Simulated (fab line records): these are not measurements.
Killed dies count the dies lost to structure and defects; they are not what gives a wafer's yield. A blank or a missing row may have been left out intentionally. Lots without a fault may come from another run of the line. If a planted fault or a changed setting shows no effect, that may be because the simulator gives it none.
fab line records + flow sky130
record
- lots=12
- wafers=36
- last-day=51
route steps=708 shown NWELL@67 VT_ADJUST_LVTN@107 LDD_N@241 PAD_OPEN@708
lots that met no fault: from a run of the same line without faults
start-h: the number of hours between the record's first day and the start of the first shown wafer of the lot + wait-h: hours since the lot's step before + " repeats the value in the row above + L1.1+2: a single row standing in for several wafers + - no value, or no start was given + * or withheld: withheld + < > ~ a bound
route shown NAME@n: a module of which the file shows steps, and the number in the route of the first + usual: mean and standard deviation over wafers with no fault + same: alike in all rows + chamber/n: place in a boat + sites: the reading at each site + _std_site: the standard deviation of these + _edge_site: the outer-site mean with the inner-site mean subtracted + radius-mm: how far each site lies from the wafer's centre + mask NAME#n: copy n + behind: the tool/chamber that last shaped the wafer + hold: what put the lot on hold/how long, in hours/how the hold closed + device: which transistor (n, p or np) failed to switch + end of line: the tests these same wafers got at the end of their route + for a step that has no rows: nothing shown but its recipe + killed: the dies lost at the first sort to structure and to defects; this is not the yield of the wafer + map: dies across one wafer; x = killed, . = not, _ = none there
set.NAME: the run value of the setting; set.NAME@STEP: its run value at that earlier step + model.NAME: the simulator's own value behind a step, which no gauge read
the route's steps for a sample of lots (tables are steps, rows are wafers)
services: from which hour (start-h, from the record's first day; less than 0 if before it) a tool's chamber was out of use, for how many hours, and why
## steps
# step SKY_NWELL_STRIP_14
# recipe
- chemistry=O2/N2
- power-w=1400
- pressure-mtorr=1500
- platen-temp-c=withheld
- o2-flow-sccm=3000
- n2-flow-sccm=300
- overash-fraction=0.5
# usual
- drypump-motor-current-A=5.76/0.15
- o2-flow-sccm=2999/9
- oes-product-au=0.723/0.0049
- strip-time-to-endpoint-s=36.91/0.11
| lot.wafer | tool            | chamber | start-h | wait-h | drypump-motor-current-A | o2-flow-sccm | oes-product-au | rf-hours-counter-h | strip-time-to-endpoint-s |
|-----------|-----------------|---------|---------|--------|-------------------------|--------------|----------------|--------------------|--------------------------|
| L558.2    | plasma-asher-04 | 1       | 90.60   | 0.1    | 5.78                    | 2993         | 0.723          | 40                 | 36.85                    |
| L558.4    | "               | 1       | "       | "      | 5.79                    | 3005         | 0.727          | -                  | 36.90                    |
| L558.5    | "               | 1       | "       | "      | 5.81                    | 3007         | 0.726          | -                  | 36.90                    |
| L559.3    | plasma-asher-02 | 0       | 100.54  | 0.1    | 5.95                    | 2995         | 0.723          | -                  | 36.98                    |
| L559.5    | "               | 0       | "       | "      | 5.97                    | 3000         | 0.726          | -                  | 36.98                    |
| L559.6    | "               | 1       | "       | "      | 5.72                    | 3011         | 0.724          | -                  | 37.05                    |
| L560.1    | plasma-asher-01 | 1       | 104.28  | 0.1    | 5.74                    | 2991         | 0.717          | 42                 | 37.04                    |
| L560.3    | "               | 0       | "       | "      | 5.56                    | 2982         | 0.723          | -                  | 37.02                    |
| L560.5    | "               | 1       | "       | "      | 5.75                    | 2995         | 0.720          | -                  | 36.93                    |
| L561.1    | plasma-asher-02 | 1       | 110.65  | 0.1    | 5.72                    | 2997         | 0.728          | 29                 | 36.97                    |
| L561.5    | "               | 0       | "       | "      | 5.95                    | 3002         | 0.723          | -                  | 37.00                    |
| L561.6    | "               | 1       | "       | "      | 5.71                    | 3007         | 0.717          | -                  | 37.05                    |
| L563.2    | plasma-asher-02 | 1       | 119.90  | 0.1    | 5.75                    | 3003         | 0.732          | 30                 | 36.77                    |
| L563.5    | "               | 0       | "       | "      | 5.99                    | 2995         | 0.718          | -                  | 36.74                    |
| L563.6    | "               | 1       | "       | "      | 5.75                    | 2995         | 0.728          | -                  | 36.66                    |
| L571.2    | plasma-asher-01 | 0       | 164.85  | 0.1    | 5.57                    | 3009         | 0.721          | 48                 | 36.89                    |
| L571.4    | "               | 0       | "       | "      | 5.57                    | 3005         | 0.730          | -                  | 36.96                    |
| L571.5    | "               | 0       | "       | "      | 5.57                    | 3021         | 0.725          | -                  | 36.91                    |
| L572.2    | plasma-asher-02 | 0       | 170.95  | 0.1    | 5.93                    | 3002         | 0.729          | 34                 | 36.80                    |
| L572.4    | "               | 1       | "       | "      | 5.72                    | 2993         | 0.727          | -                  | 36.93                    |
| L572.6    | "               | 0       | "       | "      | 5.95                    | 2997         | 0.720          | -                  | 36.97                    |
| L573.1    | plasma-asher-02 | 0       | 177.75  | 0.1    | 5.97                    | 2993         | 0.720          | 35                 | 37.01                    |
| L573.2    | "               | 1       | "       | "      | 5.71                    | 3001         | 0.724          | 35                 | 37.12                    |
| L573.3    | "               | 0       | "       | "      | 5.98                    | 2991         | 0.724          | -                  | 37.06                    |
| L574.4    | plasma-asher-01 | 1       | 185.46  | 0.1    | 5.72                    | 3002         | 0.721          | -                  | 36.94                    |
| L574.5    | "               | 0       | "       | "      | 5.55                    | 2999         | 0.715          | -                  | 36.94                    |
| L574.6    | "               | 1       | "       | "      | 5.76                    | 3005         | 0.732          | -                  | 36.82                    |
| L577.1    | plasma-asher-01 | 0       | 201.78  | 0.1    | 5.56                    | 3003         | 0.717          | 52                 | 36.78                    |
| L577.3    | "               | 1       | "       | "      | 5.72                    | 3005         | 0.725          | -                  | 36.89                    |
| L577.4    | "               | 0       | "       | "      | 5.57                    | 3002         | 0.721          | -                  | 36.76                    |
| L579.1    | plasma-asher-02 | 0       | 220.18  | 0.1    | 5.95                    | 3017         | 0.724          | 39                 | 36.78                    |
| L579.4    | "               | 1       | "       | "      | 5.73                    | 2977         | 0.720          | -                  | 36.75                    |
| L579.5    | "               | 0       | "       | "      | 5.95                    | 3012         | 0.716          | -                  | 36.74                    |
| L580.2    | plasma-asher-01 | 0       | 220.80  | 0.1    | 5.59                    | 2994         | 0.725          | 54                 | 36.76                    |
| L580.4    | "               | 1       | "       | "      | 5.77                    | 2985         | 0.718          | -                  | 36.68                    |
| L580.5    | "               | 1       | "       | "      | 5.71                    | 2981         | 0.731          | -                  | 36.75                    |
# step SKY_NWELL_RTA_28
# recipe
- temp-c=1050
- time-s=30
- idle-temp-c=650
- ramp-up-c-per-s=150
- ramp-down-c-per-s=90
- ambient=N2
# usual
- lamp-power-pct=25.31/0.053
- wafer_temp_C_max=1054.8/0.86
| lot.wafer | tool          | chamber | start-h | wait-h | lamp-power-pct | wafer_temp_C_max |
|-----------|---------------|---------|---------|--------|----------------|------------------|
| L558.2    | rtp-anneal-02 | 0       | 109.78  | 0.0    | 25.24          | 1054.4           |
| L558.4    | "             | 0       | "       | "      | 25.35          | 1054.8           |
| L558.5    | "             | 0       | "       | "      | 25.42          | 1053.3           |
| L559.3    | rtp-anneal-02 | 0       | 120.55  | 0.0    | 25.33          | 1054.4           |
| L559.5    | "             | 0       | "       | "      | 25.37          | 1054.6           |
| L559.6    | "             | 0       | "       | "      | 25.37          | 1053.9           |
| L560.1    | rtp-anneal-01 | 0       | 124.64  | 0.0    | 25.45          | 1054.7           |
| L560.3    | "             | 0       | "       | "      | 25.29          | 1056.2           |
| L560.5    | "             | 0       | "       | "      | 25.35          | 1055.5           |
| L561.1    | rtp-anneal-02 | 0       | 131.56  | 0.0    | 25.36          | 1054.3           |
| L561.5    | "             | 0       | "       | "      | 25.32          | 1055.6           |
| L561.6    | "             | 0       | "       | "      | 25.35          | 1054.2           |
| L563.2    | rtp-anneal-01 | 0       | 139.96  | 0.0    | 25.31          | 1054.2           |
| L563.5    | "             | 0       | "       | "      | 25.29          | 1055.6           |
| L563.6    | "             | 0       | "       | "      | 25.32          | 1055.1           |
| L571.2    | rtp-anneal-01 | 0       | 187.36  | 0.0    | 25.35          | 1054.1           |
| L571.4    | "             | 0       | "       | "      | 25.24          | 1054.3           |
| L571.5    | "             | 0       | "       | "      | 25.34          | 1053.3           |
| L572.2    | rtp-anneal-02 | 0       | 193.91  | 0.0    | 25.30          | 1053.9           |
| L572.4    | "             | 0       | "       | "      | 25.25          | 1055.3           |
| L572.6    | "             | 0       | "       | "      | 25.27          | 1054.4           |
| L573.1    | rtp-anneal-01 | 0       | 200.51  | 0.0    | 25.30          | 1054.6           |
| L573.2    | "             | 0       | "       | "      | 25.22          | 1054.3           |
| L573.3    | "             | 0       | "       | "      | 25.25          | 1054.5           |
| L574.4    | rtp-anneal-01 | 0       | 209.24  | 0.1    | 25.31          | 1054.4           |
| L574.5    | "             | 0       | "       | "      | 25.38          | 1054.7           |
| L574.6    | "             | 0       | "       | "      | 25.27          | 1054.8           |
| L577.1    | rtp-anneal-02 | 0       | 225.42  | 0.0    | 25.31          | 1054.9           |
| L577.3    | "             | 0       | "       | "      | 25.30          | 1054.7           |
| L577.4    | "             | 0       | "       | "      | 25.42          | 1054.5           |
| L579.1    | rtp-anneal-02 | 0       | 243.36  | 0.0    | 25.36          | 1054.0           |
| L579.4    | "             | 0       | "       | "      | 25.33          | 1054.7           |
| L579.5    | "             | 0       | "       | "      | 25.26          | 1055.9           |
| L580.2    | rtp-anneal-01 | 0       | 244.29  | 0.0    | 25.34          | 1054.6           |
| L580.4    | "             | 0       | "       | "      | 25.37          | 1053.9           |
| L580.5    | "             | 0       | "       | "      | 25.26          | 1054.7           |
# step SKY_VT_ADJUST_LVTN_TW_MEAS_10
# usual
- VT_ADJUST_LVTN_TW=239.5/1.6
| lot.wafer | tool          | chamber | start-h | wait-h | VT_ADJUST_LVTN_TW |
|-----------|---------------|---------|---------|--------|-------------------|
| L558.2    | film-metro-03 | -       | 150.86  | 0.1    | 238.7             |
| L558.4    | "             | -       | "       | "      | 240.3             |
| L558.5    | "             | -       | "       | "      | 240.2             |
| L559.3    | film-metro-01 | -       | 162.42  | 0.1    | 237.7             |
| L559.5    | "             | -       | "       | "      | 237.7             |
| L559.6    | "             | -       | "       | "      | 238.5             |
| L560.1    | film-metro-03 | -       | 167.00  | 0.1    | 239.9             |
| L560.3    | "             | -       | "       | "      | 241.1             |
| L560.5    | "             | -       | "       | "      | 239.1             |
| L561.1    | film-metro-01 | -       | 175.20  | 0.1    | 238.6             |
| L561.5    | "             | -       | "       | "      | 237.2             |
| L561.6    | "             | -       | "       | "      | 238.3             |
| L563.2    | film-metro-04 | -       | 183.16  | 0.1    | 240.2             |
| L563.5    | "             | -       | "       | "      | 240.7             |
| L563.6    | "             | -       | "       | "      | 239.9             |
| L571.2    | film-metro-01 | -       | 235.06  | 0.1    | 239.4             |
| L571.4    | "             | -       | "       | "      | 239.4             |
| L571.5    | "             | -       | "       | "      | 238.9             |
| L572.2    | film-metro-03 | -       | 240.21  | 0.1    | 239.3             |
| L572.4    | "             | -       | "       | "      | 238.5             |
| L572.6    | "             | -       | "       | "      | 239.5             |
| L573.1    | film-metro-01 | -       | 248.85  | 0.1    | 237.4             |
| L573.2    | "             | -       | "       | "      | 238.5             |
| L573.3    | "             | -       | "       | "      | 236.8             |
| L574.4    | film-metro-01 | -       | 255.53  | 0.1    | 238.3             |
| L574.5    | "             | -       | "       | "      | 237.4             |
| L574.6    | "             | -       | "       | "      | 238.7             |
| L577.1    | film-metro-01 | -       | 274.14  | 0.1    | 239.5             |
| L577.3    | "             | -       | "       | "      | 238.7             |
| L577.4    | "             | -       | "       | "      | 239.8             |
| L579.1    | film-metro-01 | -       | 293.20  | 0.1    | 239.8             |
| L579.4    | "             | -       | "       | "      | 240.6             |
| L579.5    | "             | -       | "       | "      | 240.6             |
| L580.2    | film-metro-01 | -       | 294.45  | 0.1    | 238.7             |
| L580.4    | "             | -       | "       | "      | 241.3             |
| L580.5    | "             | -       | "       | "      | 240.3             |
# step SKY_LDD_N_EXPOSE_04
# recipe
- mask-id=NTM
- target-cd-nm=840
- na=0.6
- source-shape=conventional
- sigma-outer=0.6
- dose-mj=110
# usual
- focus-offset-nm=0.0/0.59
| lot.wafer | tool             | chamber | start-h | wait-h | mask  | focus-offset-nm |
|-----------|------------------|---------|---------|--------|-------|-----------------|
| L558.2    | iline-stepper-01 | 0       | 411.48  | -      | NTM#0 | -1.0            |
| L558.4    | "                | 0       | "       | "      | NTM#0 | -0.3            |
| L558.5    | "                | 0       | "       | "      | NTM#0 | -0.8            |
| L559.3    | iline-stepper-02 | 0       | 415.91  | -      | NTM#0 | 0.7             |
| L559.5    | "                | 0       | "       | "      | NTM#0 | 0.1             |
| L559.6    | "                | 0       | "       | "      | NTM#0 | -0.6            |
| L560.1    | iline-stepper-02 | 0       | 423.74  | -      | NTM#0 | -0.3            |
| L560.3    | "                | 0       | "       | "      | NTM#0 | -0.2            |
| L560.5    | "                | 0       | "       | "      | NTM#0 | 0.2             |
| L561.1    | iline-stepper-01 | 0       | 439.88  | -      | NTM#0 | 0.0             |
| L561.5    | "                | 0       | "       | "      | NTM#0 | -0.2            |
| L561.6    | "                | 0       | "       | "      | NTM#0 | -0.1            |
| L563.2    | iline-stepper-02 | 0       | 448.03  | -      | NTM#0 | -0.3            |
| L563.5    | "                | 0       | "       | "      | NTM#0 | 0.1             |
| L563.6    | "                | 0       | "       | "      | NTM#0 | 0.0             |
| L571.2    | iline-stepper-01 | 0       | 522.89  | -      | NTM#0 | -0.2            |
| L571.4    | "                | 0       | "       | "      | NTM#0 | -0.3            |
| L571.5    | "                | 0       | "       | "      | NTM#0 | -0.7            |
| L572.2    | iline-stepper-01 | 0       | 523.00  | -      | NTM#0 | 0.3             |
| L572.4    | "                | 0       | "       | "      | NTM#0 | 0.5             |
| L572.6    | "                | 0       | "       | "      | NTM#0 | 1.0             |
| L573.1    | iline-stepper-01 | 0       | 541.81  | -      | NTM#0 | 0.7             |
| L573.2    | "                | 0       | "       | "      | NTM#0 | 1.4             |
| L573.3    | "                | 0       | "       | "      | NTM#0 | 0.3             |
| L574.4    | iline-stepper-01 | 0       | 544.57  | -      | NTM#0 | 0.9             |
| L574.5    | "                | 0       | "       | "      | NTM#0 | 0.7             |
| L574.6    | "                | 0       | "       | "      | NTM#0 | 0.8             |
| L577.1    | iline-stepper-02 | 0       | 569.36  | -      | NTM#0 | 0.0             |
| L577.3    | "                | 0       | "       | "      | NTM#0 | -0.1            |
| L577.4    | "                | 0       | "       | "      | NTM#0 | -0.2            |
| L579.1    | iline-stepper-02 | 0       | 589.42  | -      | NTM#0 | -0.3            |
| L579.4    | "                | 0       | "       | "      | NTM#0 | 0.4             |
| L579.5    | "                | 0       | "       | "      | NTM#0 | 0.2             |
| L580.2    | iline-stepper-02 | 0       | 592.38  | -      | NTM#0 | 0.5             |
| L580.4    | "                | 0       | "       | "      | NTM#0 | 0.6             |
| L580.5    | "                | 0       | "       | "      | NTM#0 | 0.4             |
# step SKY_LDD_N_OVL_MEAS_07
# usual
- LDD_N_OVL=-1.1/1.3
| lot.wafer | tool       | chamber | start-h | wait-h | LDD_N_OVL[nm] |
|-----------|------------|---------|---------|--------|---------------|
| L558.2    | overlay-02 | -       | 425.72  | 0.1    | -1.0          |
| L558.4    | "          | -       | "       | "      | -2.2          |
| L558.5    | "          | -       | "       | "      | -2.5          |
| L559.3    | overlay-02 | -       | 430.33  | 0.1    | -2.0          |
| L559.5    | "          | -       | "       | "      | -1.0          |
| L559.6    | "          | -       | "       | "      | -1.7          |
| L560.1    | overlay-01 | -       | 439.09  | 0.1    | -0.3          |
| L560.3    | "          | -       | "       | "      | 0.4           |
| L560.5    | "          | -       | "       | "      | 0.0           |
| L561.1    | overlay-01 | -       | 455.19  | 0.1    | 0.9           |
| L561.5    | "          | -       | "       | "      | -0.8          |
| L561.6    | "          | -       | "       | "      | -0.1          |
| L563.2    | overlay-01 | -       | 463.10  | 0.1    | -4.5          |
| L563.5    | "          | -       | "       | "      | -2.3          |
| L563.6    | "          | -       | "       | "      | -2.8          |
| L571.2    | overlay-01 | -       | 538.40  | 0.1    | 48.3          |
| L571.4    | "          | -       | "       | "      | 48.6          |
| L571.5    | "          | -       | "       | "      | 48.1          |
| L572.2    | overlay-02 | -       | 538.47  | 0.1    | 50.1          |
| L572.4    | "          | -       | "       | "      | 47.3          |
| L572.6    | "          | -       | "       | "      | 49.0          |
| L573.1    | overlay-02 | -       | 556.24  | 0.1    | 47.7          |
| L573.2    | "          | -       | "       | "      | 46.5          |
| L573.3    | "          | -       | "       | "      | 47.4          |
| L574.4    | overlay-02 | -       | 558.61  | 0.1    | 48.7          |
| L574.5    | "          | -       | "       | "      | 49.4          |
| L574.6    | "          | -       | "       | "      | 50.1          |
| L577.1    | overlay-01 | -       | 584.66  | 0.1    | 0.6           |
| L577.3    | "          | -       | "       | "      | 0.0           |
| L577.4    | "          | -       | "       | "      | -0.6          |
| L579.1    | overlay-02 | -       | 605.01  | 0.1    | -2.4          |
| L579.4    | "          | -       | "       | "      | -1.9          |
| L579.5    | "          | -       | "       | "      | -1.7          |
| L580.2    | overlay-01 | -       | 608.25  | 0.1    | -1.0          |
| L580.4    | "          | -       | "       | "      | -0.5          |
| L580.5    | "          | -       | "       | "      | -2.5          |
# step SKY_PAD_OPEN_PROBE_99
# usual
- killed_at_M0_to_M3=43/6.8
- killed_at_M4_up=3.3/1.9
- killed-at-contacts=24/5.3
- killed-at-front-end=14/4.3
- killed-at-other=0.3/0.62
- killed-dies=85/9.8
- killed-on-rim=17/3.9
- killed-open=46/8
- killed-short=39/5.9
# same
- gross-dies=492
- killed-at-back-side=0
| lot.wafer | tool      | chamber | start-h | wait-h | killed_at_M0_to_M3 | killed_at_M4_up | killed-at-contacts | killed-at-front-end | killed-at-other | killed-dies | killed-on-rim | killed-open | killed-short |
|-----------|-----------|---------|---------|--------|--------------------|-----------------|--------------------|---------------------|-----------------|-------------|---------------|-------------|--------------|
| L560.1    | prober-01 | -       | 1115.19 | 0.1    | 31                 | 8               | 25                 | 11                  | 1               | 76          | 13            | 45          | 31           |
| L560.3    | prober-01 | -       | 1115.29 | 0.2    | 33                 | 4               | 19                 | 10                  | 1               | 67          | 13            | 29          | 38           |
| L560.5    | prober-01 | -       | 1115.39 | 0.2    | 53                 | 2               | 21                 | 12                  | 0               | 88          | 18            | 43          | 45           |
| L571.2    | prober-02 | -       | 1181.77 | 0.1    | 52                 | 2               | 33                 | 6                   | 3               | 96          | 17            | 53          | 43           |
| L571.4    | prober-02 | -       | 1181.87 | 0.2    | 41                 | 2               | 22                 | 12                  | 0               | 77          | 11            | 43          | 34           |
| L571.5    | prober-02 | -       | 1181.92 | 0.2    | 46                 | 1               | 22                 | 12                  | 2               | 83          | 23            | 47          | 36           |
| L572.2    | prober-01 | -       | 1182.80 | 0.1    | 43                 | 3               | 19                 | 16                  | 0               | 81          | 16            | 46          | 35           |
| L572.4    | prober-01 | -       | 1182.90 | 0.2    | 45                 | 6               | 13                 | 17                  | 0               | 81          | 11            | 43          | 38           |
| L572.6    | prober-01 | -       | 1183.00 | 0.2    | 35                 | 8               | 16                 | 15                  | 0               | 74          | 14            | 44          | 30           |
# killed by level:class
L560.1 VIA1:geometric-particle:open=8 CONTACT:geometric-particle:open=8 POLY_GATE:geometric-particle:open=6 VIA2:geometric-particle:open=5 LI_CONTACT:geometric-particle:open=5 METAL4:geometric-particle:short=5 CONTACT:geometric-particle:short=4 LOCAL_INTERCONNECT:geometric-particle:short=4
L560.3 VIA2:geometric-particle:open=7 CONTACT:geometric-particle:open=6 LI_CONTACT:geometric-particle:open=5 CONTACT:geometric-particle:short=5 VIA1:geometric-particle:open=5 VIA1:geometric-particle:short=5 METAL1:geometric-particle:short=4 VIA2:geometric-particle:short=4
L560.5 VIA1:geometric-particle:open=12 CONTACT:geometric-particle:open=7 METAL1:geometric-particle:short=7 VIA1:geometric-particle:short=6 VIA3:geometric-particle:open=6 METAL1:geometric-particle:open=5 METAL2:geometric-particle:short=5 FIELD_ISO:geometric-particle:short=4
L571.2 CONTACT:geometric-particle:open=13 VIA3:geometric-particle:open=12 LI_CONTACT:geometric-particle:open=9 METAL2:geometric-particle:short=7 VIA2:geometric-particle:open=6 VIA1:geometric-particle:open=5 METAL3:geometric-particle:short=5 LOCAL_INTERCONNECT:geometric-particle:short=4
L571.4 VIA1:geometric-particle:open=13 CONTACT:geometric-particle:open=8 POLY_GATE:geometric-particle:open=6 METAL2:geometric-particle:short=5 VIA3:geometric-particle:open=5 LI_CONTACT:geometric-particle:open=4 LOCAL_INTERCONNECT:geometric-particle:short=4 CONTACT:geometric-particle:short=4
L571.5 VIA1:geometric-particle:open=12 CONTACT:geometric-particle:open=11 VIA3:geometric-particle:open=8 METAL2:geometric-particle:short=7 VIA3:geometric-particle:short=6 FIELD_ISO:geometric-particle:open=5 CONTACT:geometric-particle:short=5 POLY_GATE:geometric-particle:short=4
L572.2 VIA1:geometric-particle:open=12 VIA2:geometric-particle:open=11 LI_CONTACT:geometric-particle:open=6 FIELD_ISO:geometric-particle:short=4 CONTACT:geometric-particle:open=4 POLY_GATE:geometric-particle:short=4 POLY_GATE:geometric-particle:open=4 VIA1:geometric-particle:short=4
L572.4 VIA1:geometric-particle:open=12 VIA2:geometric-particle:open=9 VIA3:geometric-particle:open=6 METAL4:geometric-particle:short=6 FIELD_ISO:geometric-particle:open=4 METAL1:geometric-particle:short=4 LI_CONTACT:geometric-particle:open=4 METAL2:geometric-particle:short=4
L572.6 VIA1:geometric-particle:open=14 FIELD_ISO:geometric-particle:open=7 METAL4:geometric-particle:short=5 POLY_GATE:geometric-particle:short=4 LI_CONTACT:geometric-particle:open=4 CONTACT:geometric-particle:open=4 VIA2:geometric-particle:open=4 METAL2:geometric-particle:short=3
## services
| tool             | chamber | start-h | hours | kind   |
|------------------|---------|---------|-------|--------|
| iline-stepper-02 | -       | 85.67   | 1.7   | pm     |
| plasma-asher-02  | -       | 107.91  | 0.4   | repair |
| iline-stepper-02 | -       | 117.75  | 6.9   | repair |
| iline-stepper-01 | -       | 140.03  | 4.4   | pm     |
| plasma-asher-01  | -       | 141.17  | 2.5   | repair |
| plasma-asher-02  | -       | 148.19  | 15.6  | pm     |
| iline-stepper-01 | -       | 177.51  | 1.7   | pm     |
| iline-stepper-02 | -       | 202.26  | 4.4   | pm     |
| rtp-anneal-01    | -       | 237.68  | 5.5   | pm     |
| iline-stepper-01 | -       | 274.31  | 18.7  | repair |
| iline-stepper-02 | -       | 303.85  | 1.7   | pm     |
| iline-stepper-01 | -       | 334.18  | 10.3  | repair |
| iline-stepper-02 | -       | 334.81  | 7.8   | repair |
| iline-stepper-02 | -       | 391.87  | 0.6   | repair |
| iline-stepper-01 | -       | 395.69  | 1.7   | pm     |
| plasma-asher-02  | -       | 402.95  | 2.7   | repair |
| iline-stepper-01 | -       | 415.21  | 0.9   | repair |
| iline-stepper-02 | -       | 451.02  | 2.1   | pm     |
| rtp-anneal-02    | -       | 494.12  | 3.0   | pm     |
| plasma-asher-02  | -       | 494.67  | 5.6   | repair |
| plasma-asher-02  | -       | 517.89  | 13.6  | pm     |
| iline-stepper-02 | -       | 522.03  | 1.7   | pm     |
| iline-stepper-01 | -       | 538.11  | 2.1   | pm     |
| iline-stepper-01 | -       | 565.76  | 2.1   | repair |
## key
first-sign
- step=SKY_LDD_N_OVL_MEAS_07
- reading=LDD_N_OVL
- direction=up
- sigmas=40
- usual=-1.1
- struck=48.4
effect none on later readings
met-at SKY_LDD_N_EXPOSE_04
struck-lots L571,L572,L573,L574
tester-left-out L571,L572,L573,L574
not-acting-at SKY_NWELL_STRIP_14,SKY_NWELL_RTA_28,SKY_VT_ADJUST_LVTN_TW_MEAS_10
fault
- kind=scanner-matching-overlay
- tool=iline-stepper-01
- chamber=-
- onset-h=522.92
- steps=SKY_LDD_N_EXPOSE_04
- offset=48.596
# tester-left-out: of these lots the tester's yield and bins aren't shown, on N5 and GAA mostly nor the transistor test; their killed dies are dies lost to structure and defects alone, not to doping, threshold or leakage, so they don't give the yield
